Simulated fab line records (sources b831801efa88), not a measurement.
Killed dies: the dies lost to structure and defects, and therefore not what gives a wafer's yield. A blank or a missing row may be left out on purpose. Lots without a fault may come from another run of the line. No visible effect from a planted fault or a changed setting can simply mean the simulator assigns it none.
Which tool is to blame? :: flow sky130 :: 12 lots with 36 wafers sampled at 4 steps, on a route of 708 steps

WHAT EACH GAUGE READ, for each wafer
SKY_CONTACT_THK_MEAS_26: measures by xrf. Usual: for CONTACT_W_THK the level is 354 nm and the standard deviation is 4.
lot: L145
measured: day 31 08:56
on: film-metro-04
CONTACT_W_THK (nm): 355 360 350
flag: 

lot: L146
measured: day 31 19:56
on: film-metro-02
CONTACT_W_THK (nm): 355 351 352
flag: 

lot: L147
measured: day 32 06:24
on: film-metro-02
CONTACT_W_THK (nm): 359 360 359
flag: 

lot: L148
measured: day 32 08:17
on: film-metro-02
CONTACT_W_THK (nm): 359 361 354
flag: 

lot: L149
measured: day 33 02:08
on: film-metro-04
CONTACT_W_THK (nm): 349 348 354
flag: 

lot: L150
measured: day 33 16:23
on: film-metro-03
CONTACT_W_THK (nm): 353 348 352
flag: 

lot: L152
measured: day 34 02:32
on: film-metro-02
CONTACT_W_THK (nm): 354 358 354
flag: 

lot: L153
measured: day 34 07:28
on: film-metro-03
CONTACT_W_THK (nm): 352 352 349
flag: 

lot: L155
measured: day 36 04:40
on: film-metro-04
CONTACT_W_THK (nm): 361 356 352
flag: 

lot: L160
measured: day 36 10:07
on: film-metro-04
CONTACT_W_THK (nm): 361 363 365
flag: 

lot: L161
measured: day 36 16:05
on: film-metro-03
CONTACT_W_THK (nm): 353 352 349
flag: 

lot: L164
measured: day 38 06:07
on: film-metro-02
CONTACT_W_THK (nm): 359 359 356
flag: 

WHAT TOOL EACH LOT RAN ON (gives the tool, then ch and the chambers of the sampled wafers, and finally the start)
lot: L145
SKY_FIELD_ISO_ETCH_17: rie-si-02 ch 0,2, day 2 05:28
SKY_LI_CONTACT_CMP_24: cmp-02 ch 0,2,3, day 28 23:07
SKY_CONTACT_CVD_00: pecvd-04 ch 0,1,2, day 30 03:40

lot: L146
SKY_FIELD_ISO_ETCH_17: rie-si-02 ch 1,2,3, day 2 13:16
SKY_LI_CONTACT_CMP_24: cmp-01 ch 1,2,3, day 29 09:00
SKY_CONTACT_CVD_00: pecvd-04 ch 0,1,2, day 30 14:21

lot: L147
SKY_FIELD_ISO_ETCH_17: rie-si-01 ch 0,1, day 2 17:16
SKY_LI_CONTACT_CMP_24: cmp-02 ch 1,2, day 29 20:37
SKY_CONTACT_CVD_00: pecvd-01 ch 0,1, day 31 01:52

lot: L148
SKY_FIELD_ISO_ETCH_17: rie-si-02 ch 0,3, day 2 20:25
SKY_LI_CONTACT_CMP_24: cmp-02 ch 1,3, day 29 22:13
SKY_CONTACT_CVD_00: pecvd-04 ch 0,1, day 31 02:49

lot: L149
SKY_FIELD_ISO_ETCH_17: rie-si-01 ch 0,1,3, day 3 01:46
SKY_LI_CONTACT_CMP_24: cmp-01 ch 2,3, day 30 15:59
SKY_CONTACT_CVD_00: pecvd-01 ch 0,1,2, day 31 21:43

lot: L150
SKY_FIELD_ISO_ETCH_17: rie-si-01 ch 0,1,2, day 3 06:37
SKY_LI_CONTACT_CMP_24: cmp-02 ch 0,1,3, day 31 06:59
SKY_CONTACT_CVD_00: pecvd-04 ch 0,1, day 32 12:19

lot: L152
SKY_FIELD_ISO_ETCH_17: rie-si-01 ch 2,3, day 3 16:46
SKY_LI_CONTACT_CMP_24: cmp-02 ch 0,1,2, day 31 18:14
SKY_CONTACT_CVD_00: pecvd-02 ch 0,1,2, day 32 22:28

lot: L153
SKY_FIELD_ISO_ETCH_17: rie-si-02 ch 0,2,3, day 3 23:25
SKY_LI_CONTACT_CMP_24: cmp-02 ch 0,1,3, day 31 22:59
SKY_CONTACT_CVD_00: pecvd-02 ch 1,2, day 33 03:25

lot: L155
SKY_FIELD_ISO_ETCH_17: rie-si-02 ch 0,1,3, day 4 09:52
SKY_LI_CONTACT_CMP_24: cmp-02 ch 1,2,3, day 33 19:56
SKY_CONTACT_CVD_00: pecvd-01 ch 0,2, day 35 00:20

lot: L160
SKY_FIELD_ISO_ETCH_17: rie-si-01 ch 0,1, day 5 11:46
SKY_LI_CONTACT_CMP_24: cmp-02 ch 0,2, day 34 01:48
SKY_CONTACT_CVD_00: pecvd-04 ch 0,1,2, day 35 05:29

lot: L161
SKY_FIELD_ISO_ETCH_17: rie-si-02 ch 0,2,3, day 5 15:46
SKY_LI_CONTACT_CMP_24: cmp-01 ch 0,1,3, day 34 09:06
SKY_CONTACT_CVD_00: pecvd-04 ch 0,1,2, day 35 12:20

lot: L164
SKY_FIELD_ISO_ETCH_17: rie-si-02 ch 0,3, day 6 07:37
SKY_LI_CONTACT_CMP_24: cmp-01 ch 0,2,3, day 35 22:20
SKY_CONTACT_CVD_00: pecvd-01 ch 1,2, day 37 02:46
- SKY_FIELD_ISO_ETCH_17: etches Si in HBr/Cl2/O2, target depth 342 nm, time 97.7 s.
- SKY_LI_CONTACT_CMP_24: polishes, stops on PSG, t overpolish 20 s, target thk 0 nm.
- SKY_CONTACT_CVD_00: deposits Si3N4, target thk 75 nm.

WHAT THE TOOLS THEMSELVES READ (means of the sampled wafers that have a number; where no wafer has one, the mark that the record gives instead)
SKY_FIELD_ISO_ETCH_17. Usual: bias-w 150.0 W, standard deviation 0.42; drypump-motor-current-A 6.2 A, standard deviation 0.42; oes-product-au 1.003 a.u., standard deviation 0.0072; run-length-s 126.2 s, standard deviation 0.41; throttle-valve-pct 25.654 %, standard deviation 0.01.
lot: L145
tool: rie-si-02
bias-w (W): 150.0
drypump-motor-current-A (A): 6.6
oes-product-au (a.u.): 1.008
run-length-s (s): 126.3
throttle-valve-pct (%): 25.640
flag: 

lot: L146
tool: rie-si-02
bias-w (W): 150.4
drypump-motor-current-A (A): 6.0
oes-product-au (a.u.): 1.006
run-length-s (s): 126.0
throttle-valve-pct (%): 25.646
flag: 

lot: L147
tool: rie-si-01
bias-w (W): 150.0
drypump-motor-current-A (A): 6.4
oes-product-au (a.u.): 0.995
run-length-s (s): 126.0
throttle-valve-pct (%): 25.659
flag: 

lot: L148
tool: rie-si-02
bias-w (W): 149.8
drypump-motor-current-A (A): 6.3
oes-product-au (a.u.): 1.007
run-length-s (s): 126.0
throttle-valve-pct (%): 25.655
flag: 

lot: L149
tool: rie-si-01
bias-w (W): 149.9
drypump-motor-current-A (A): 6.3
oes-product-au (a.u.): 1.003
run-length-s (s): 126.3
throttle-valve-pct (%): 25.657
flag: 

lot: L150
tool: rie-si-01
bias-w (W): 150.2
drypump-motor-current-A (A): 6.3
oes-product-au (a.u.): 0.998
run-length-s (s): 126.5
throttle-valve-pct (%): 25.666
flag: 

lot: L152
tool: rie-si-01
bias-w (W): 150.2
drypump-motor-current-A (A): 6.1
oes-product-au (a.u.): 1.000
run-length-s (s): 126.1
throttle-valve-pct (%): 25.655
flag: 

lot: L153
tool: rie-si-02
bias-w (W): 149.9
drypump-motor-current-A (A): 6.5
oes-product-au (a.u.): 1.000
run-length-s (s): 126.2
throttle-valve-pct (%): 25.650
flag: 

lot: L155
tool: rie-si-02
bias-w (W): 150.2
drypump-motor-current-A (A): 6.0
oes-product-au (a.u.): 0.997
run-length-s (s): 126.1
throttle-valve-pct (%): 25.655
flag: 

lot: L160
tool: rie-si-01
bias-w (W): 150.1
drypump-motor-current-A (A): 6.3
oes-product-au (a.u.): 0.993
run-length-s (s): 129.0
throttle-valve-pct (%): 25.662
flag: OFF

lot: L161
tool: rie-si-02
bias-w (W): 149.8
drypump-motor-current-A (A): 6.5
oes-product-au (a.u.): 0.996
run-length-s (s): 126.2
throttle-valve-pct (%): 25.664
flag: 

lot: L164
tool: rie-si-02
bias-w (W): 150.5
drypump-motor-current-A (A): 6.3
oes-product-au (a.u.): 1.003
run-length-s (s): 126.1
throttle-valve-pct (%): 25.660
flag: 

SKY_LI_CONTACT_CMP_24. Usual: motor-current-A 11.0 A, standard deviation 1.1; overpolish-run-s 20.000 s, standard deviation 0.0089; slurry-filter-dp-kPa 13.50 kPa, standard deviation 0.15; slurry-flow-ml-min 150.0, standard deviation 0.48; time-to-endpoint-s 98 s, standard deviation 3.3.
lot: L145
tool: cmp-02
motor-current-A (A): 11.0
overpolish-run-s (s): 20.009
slurry-filter-dp-kPa (kPa): 13.38
slurry-flow-ml-min: 149.6
time-to-endpoint-s (s): 98
flag: 

lot: L146
tool: cmp-01
motor-current-A (A): 11.6
overpolish-run-s (s): 20.002
slurry-filter-dp-kPa (kPa): 13.52
slurry-flow-ml-min: 149.8
time-to-endpoint-s (s): 95
flag: 

lot: L147
tool: cmp-02
motor-current-A (A): 10.6
overpolish-run-s (s): 19.993
slurry-filter-dp-kPa (kPa): 13.43
slurry-flow-ml-min: 150.4
time-to-endpoint-s (s): 103
flag: 

lot: L148
tool: cmp-02
motor-current-A (A): 11.0
overpolish-run-s (s): 20.006
slurry-filter-dp-kPa (kPa): 13.53
slurry-flow-ml-min: 149.7
time-to-endpoint-s (s): 99
flag: 

lot: L149
tool: cmp-01
motor-current-A (A): 12.5
overpolish-run-s (s): 20.000
slurry-filter-dp-kPa (kPa): 13.41
slurry-flow-ml-min: 150.3
time-to-endpoint-s (s): 96
flag: 

lot: L150
tool: cmp-02
motor-current-A (A): 10.5
overpolish-run-s (s): 19.999
slurry-filter-dp-kPa (kPa): 13.40
slurry-flow-ml-min: 149.6
time-to-endpoint-s (s): 95
flag: 

lot: L152
tool: cmp-02
motor-current-A (A): 10.2
overpolish-run-s (s): 20.008
slurry-filter-dp-kPa (kPa): 13.64
slurry-flow-ml-min: 150.4
time-to-endpoint-s (s): 99
flag: 

lot: L153
tool: cmp-02
motor-current-A (A): 10.4
overpolish-run-s (s): 20.000
slurry-filter-dp-kPa (kPa): 13.56
slurry-flow-ml-min: 149.9
time-to-endpoint-s (s): 96
flag: 

lot: L155
tool: cmp-02
motor-current-A (A): 11.3
overpolish-run-s (s): 19.994
slurry-filter-dp-kPa (kPa): 13.44
slurry-flow-ml-min: 150.2
time-to-endpoint-s (s): 96
flag: 

lot: L160
tool: cmp-02
motor-current-A (A): 10.0
overpolish-run-s (s): 20.003
slurry-filter-dp-kPa (kPa): 13.48
slurry-flow-ml-min: 149.8
time-to-endpoint-s (s): 98
flag: 

lot: L161
tool: cmp-01
motor-current-A (A): 10.7
overpolish-run-s (s): 20.001
slurry-filter-dp-kPa (kPa): 13.46
slurry-flow-ml-min: 149.9
time-to-endpoint-s (s): 95
flag: 

lot: L164
tool: cmp-01
motor-current-A (A): 11.4
overpolish-run-s (s): 20.006
slurry-filter-dp-kPa (kPa): 13.58
slurry-flow-ml-min: 150.3
time-to-endpoint-s (s): 100
flag: 

SKY_CONTACT_CVD_00. Usual: 727 W for heater-power-w, sd 99.
lot: L145
tool: pecvd-04
heater-power-w (W): 676
flag: 

lot: L146
tool: pecvd-04
heater-power-w (W): 703
flag: 

lot: L147
tool: pecvd-01
heater-power-w (W): 669
flag: 

lot: L148
tool: pecvd-04
heater-power-w (W): 767
flag: 

lot: L149
tool: pecvd-01
heater-power-w (W): 760
flag: 

lot: L150
tool: pecvd-04
heater-power-w (W): 685
flag: 

lot: L152
tool: pecvd-02
heater-power-w (W): 712
flag: 

lot: L153
tool: pecvd-02
heater-power-w (W): 720
flag: 

lot: L155
tool: pecvd-01
heater-power-w (W): 743
flag: 

lot: L160
tool: pecvd-04
heater-power-w (W): 751
flag: 

lot: L161
tool: pecvd-04
heater-power-w (W): 647
flag: 

lot: L164
tool: pecvd-01
heater-power-w (W): 738
flag: 

THE ANSWER, worked out from the rows above alone
Rule: take the mean of a lot's wafers that have a number; if it is more than 3 standard deviations from the usual mean, the lot is off. Also off: a lot with no number at a reading for which 4 or more lots have one. Where the step has rows for the other lots, those lots are counted as sound. After the gauges, taken in route order, come the tools' own readings; for these a lot's mean is taken, as printed above. The first step at which some lot is off is used, and at that step the reading that is off furthest; a lot without a number counts as furthest.
Off, at SKY_FIELD_ISO_ETCH_17 on run-length-s: L160.
If a tool, at that step or one of the process steps before it, ran each lot that is off and ran no sound lot following the first of them, it fits. One fits: rie-si-01 at SKY_FIELD_ISO_ETCH_17. Its last sound lot is L152 (day 3 16:46), its first lot that is off L160 (day 5 11:46): a fault that began between those two fits.
The tool's own readings at SKY_FIELD_ISO_ETCH_17 bear it out: on the lots that are off they differ by more than 5 times the standard deviation of the sound lots' means. run-length-s reads 129.0 s there against 126.2 s on the sound lots.

WHAT HAD BEEN PUT IN BY THE SIMULATOR
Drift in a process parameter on rie-si-01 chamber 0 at SKY_FIELD_ISO_ETCH_17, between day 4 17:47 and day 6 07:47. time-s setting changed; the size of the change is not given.
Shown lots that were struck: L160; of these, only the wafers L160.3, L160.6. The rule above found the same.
